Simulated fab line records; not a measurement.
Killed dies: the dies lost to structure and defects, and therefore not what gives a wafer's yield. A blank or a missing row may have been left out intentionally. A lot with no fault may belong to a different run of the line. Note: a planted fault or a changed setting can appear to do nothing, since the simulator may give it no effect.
Struck lot and sound lot, side by side / flow sky130 / 43 steps out of a route of 708
Sound: the wafers L277.2, L277.4, L277.5. The struck wafers were L282.2, L282.3, L282.5. The cause comes at the end.
Each step with rows lists, per side, the tool, then ch with its chambers, then its first start. Under that, the readings that differ: sound wafers / struck wafers / difference of the means / sigmas: that difference in standard deviations of wafers without a fault.
alike: readings whose means differ by less than 2 such deviations, and words and numbers that are the same on both sides. not compared: withheld readings, readings that some wafer has no value for, bounds like >300 that may hide the same value, and numbers for which the record gives no deviation and whose values overlap.
A row with sigmas, a row that says differs or no value, or rows on one side alone: a step with any of these is where the two part. Numbers that don't overlap but have no deviation are shown without sigmas and don't part them. A reading missing from all wafers of one side parts the sides only when that side holds two or more wafers.

first, 1 step without rows for these wafers: SKY_SONOS_TUNNEL_DEVELOP_06 (develop time 60 s).
SKY_SONOS_TUNNEL_CD_MEAS_07: target cd 410 nm.
  sound on cd-sem-01 at day 11 18:30; struck on cd-sem-01 at day 14 00:31
reading=cd-nm (nm); sound=407.4 407.1 405.8; struck=412.1 411.6 410.5; difference=+4.6; sigmas=+2
SKY_SONOS_TUNNEL_OVL_MEAS_08:
  sound on overlay-01 at day 11 18:37; struck on overlay-02 at day 14 00:37
  alike: SONOS_TUNNEL_OVL
then, 3 steps without rows for these wafers: SKY_SONOS_TUNNEL_IMPLANT_09; SKY_SONOS_TUNNEL_WET_ETCH_10 (etches SiO2 in dHF, target depth 14 nm, time 280 s); SKY_SONOS_TUNNEL_STRIP_11 (strips in SPM, time 600 s).
SKY_SONOS_TUNNEL_TW_MEAS_12:
  sound on film-metro-04 at day 11 19:04; struck on film-metro-03 at day 14 01:05
  alike: SONOS_TUNNEL_TW
then, 2 steps without rows for these wafers: SKY_SONOS_TUNNEL_CLEAN_13 (cleans in dHF, time 20 s); SKY_SONOS_ONO_OXIDATION_00 (stabilise 600 s, purge 300 s, target thk 2.6 nm).
SKY_SONOS_ONO_THK_MEAS_01:
  sound on film-metro-02 at day 11 20:29; struck on film-metro-02 at day 14 02:30
  alike: SONOS_ONO_OXIDATION_THK
then, 1 step without rows for these wafers: SKY_SONOS_ONO_CVD_02 (deposits Si3N4 from DCS/NH3, target thk 10.5 nm, time 180 s).
SKY_SONOS_ONO_THK_MEAS_03:
  sound on film-metro-03 at day 11 21:36; struck on film-metro-04 at day 14 03:37
  alike: SONOS_ONO_CVD_02_THK
SKY_SONOS_ONO_CVD_04: deposits SiO2 from SiH4/N2O, target thk 5.7199 nm.
  sound on lpcvd-03 ch 0, day 11 21:39; struck on lpcvd-03 ch 1, day 14 03:40
reading=spike-tc-bottom-C (C); sound=918 917 919; struck=910 911 911; difference=-7; sigmas=-2
  alike: pressure-mtorr, spike-tc-top-C
SKY_SONOS_ONO_THK_MEAS_05:
  sound on film-metro-02 at day 11 23:32; struck on film-metro-02 at day 14 04:55
  alike: SONOS_ONO_CVD_04_THK
then, 7 steps without rows for these wafers: SKY_SONOS_ONO_DEHYDRATE_06 (time 60 s); SKY_SONOS_ONO_HMDS_07 (prime time 60 s); SKY_SONOS_ONO_COAT_08 (resist thk 1140 nm); SKY_SONOS_ONO_SOFTBAKE_09 (time 60 s); SKY_SONOS_ONO_EXPOSE_10 (exposes mask ONOM, target cd 410 nm); SKY_SONOS_ONO_PEB_11; SKY_SONOS_ONO_DEVELOP_12 (develop time 60 s).
SKY_SONOS_ONO_CD_MEAS_13: target cd 410 nm.
  sound on cd-sem-01 at day 13 00:42; struck on cd-sem-02 at day 15 07:04
  alike: cd-nm
SKY_SONOS_ONO_OVL_MEAS_14:
  sound on overlay-01 at day 13 00:49; struck on overlay-02 at day 15 07:10
  alike: SONOS_ONO_OVL
SKY_SONOS_ONO_ETCH_15: etches the open film in CHF3/O2, target depth 19.52 nm, time 7.8 s.
  sound on rie-diel-01 ch 1, day 13 00:51; struck on rie-diel-04 ch 0,2,3, day 15 07:12
reading=oes-product-au (a.u.); sound=0.987 0.988 0.985; struck=0.995 1.010 1.004; difference=+0.016; sigmas=+2
  alike: chamber-pressure-mTorr, drypump-motor-current-A, throttle-valve-pct
  not compared: rf-hours-counter-h
then, 1 step without rows for these wafers: SKY_SONOS_ONO_WET_ETCH_16 (etches SiO2 in dHF, target depth 14 nm, time 280 s).
SKY_SONOS_ONO_STRIP_17: strips in O2/N2.
  sound on plasma-asher-04 ch 0,1, day 13 00:59; struck on plasma-asher-01 ch 0,1, day 15 07:26
reading=drypump-motor-current-A (A); sound=6.2 6.1 6.2; struck=5.7 5.0 5.0; difference=-0.9; sigmas=-2
reading=strip-time-to-endpoint-s (s); sound=14.26 14.23 14.23; struck=14.10 14.11 14.16; difference=-0.12; sigmas=-2
  alike: chamber-pressure-mTorr, oes-product-au
  not compared: rf-hours-counter-h
then, 3 steps without rows for these wafers: SKY_SONOS_ONO_WET_ETCH_18 (etches Si3N4 in H3PO4, target depth 15 nm, time 172 s); SKY_GATE_OXIDE_CLEAN_00 (cleans in SC1/SC2, time 150 s); SKY_GATE_OXIDE_OXIDATION_01 (stabilise 600 s, purge 300 s, target thk 10.268 nm).
SKY_GATE_OXIDE_THK_MEAS_02:
  sound on film-metro-01 at day 13 02:37; struck on film-metro-02 at day 15 10:35
  alike: GATE_OXIDE_OXIDATION_00_THK
then, 7 steps without rows for these wafers: SKY_GATE_OXIDE_DEHYDRATE_03 (time 60 s); SKY_GATE_OXIDE_HMDS_04 (prime time 60 s); SKY_GATE_OXIDE_COAT_05 (resist thk 1140 nm); SKY_GATE_OXIDE_SOFTBAKE_06 (time 60 s); SKY_GATE_OXIDE_EXPOSE_07 (exposes mask LVOM, target cd 600 nm); SKY_GATE_OXIDE_PEB_08; SKY_GATE_OXIDE_DEVELOP_09 (develop time 60 s).
SKY_GATE_OXIDE_OVL_MEAS_10:
  sound on overlay-02 at day 14 05:23; struck on overlay-01 at day 16 14:58
reading=GATE_OXIDE_OVL (nm); sound=-1.8 -2.9 -1.8; struck=2.5 0.7 2.6; difference=+4.1; sigmas=+2
then, 2 steps without rows for these wafers: SKY_GATE_OXIDE_IMPLANT_11; SKY_GATE_OXIDE_WET_ETCH_12 (etches SiO2 in dHF, target depth 16.8 nm, time 336 s).
SKY_GATE_OXIDE_STRIP_13: strips in O2/N2.
  sound on plasma-asher-02 ch 0,1, day 14 05:40; struck on plasma-asher-04 ch 0,1, day 16 15:21
  alike: chamber-pressure-mTorr, drypump-motor-current-A, oes-product-au, strip-time-to-endpoint-s
  not compared: rf-hours-counter-h
SKY_GATE_OXIDE_TW_MEAS_14:
  sound on film-metro-04 at day 14 05:47; struck on film-metro-02 at day 16 15:28
  alike: GATE_OXIDE_TW
-- record jumps: 31 days separate the struck wafers' starts on either side; left off in module GATE_OXIDE, taken up again in module PAD_OPEN, whose first shown step is the route's number 708 --
SKY_PAD_OPEN_PROBE_99:
  record: rows for the struck wafers here (prober-01, day 48 00:49), none for the sound ones

WHERE THEY PART
At SKY_SONOS_TUNNEL_CD_MEAS_07 first; at SKY_PAD_OPEN_PROBE_99 last (within this record only).

WHY: what the simulator had put in
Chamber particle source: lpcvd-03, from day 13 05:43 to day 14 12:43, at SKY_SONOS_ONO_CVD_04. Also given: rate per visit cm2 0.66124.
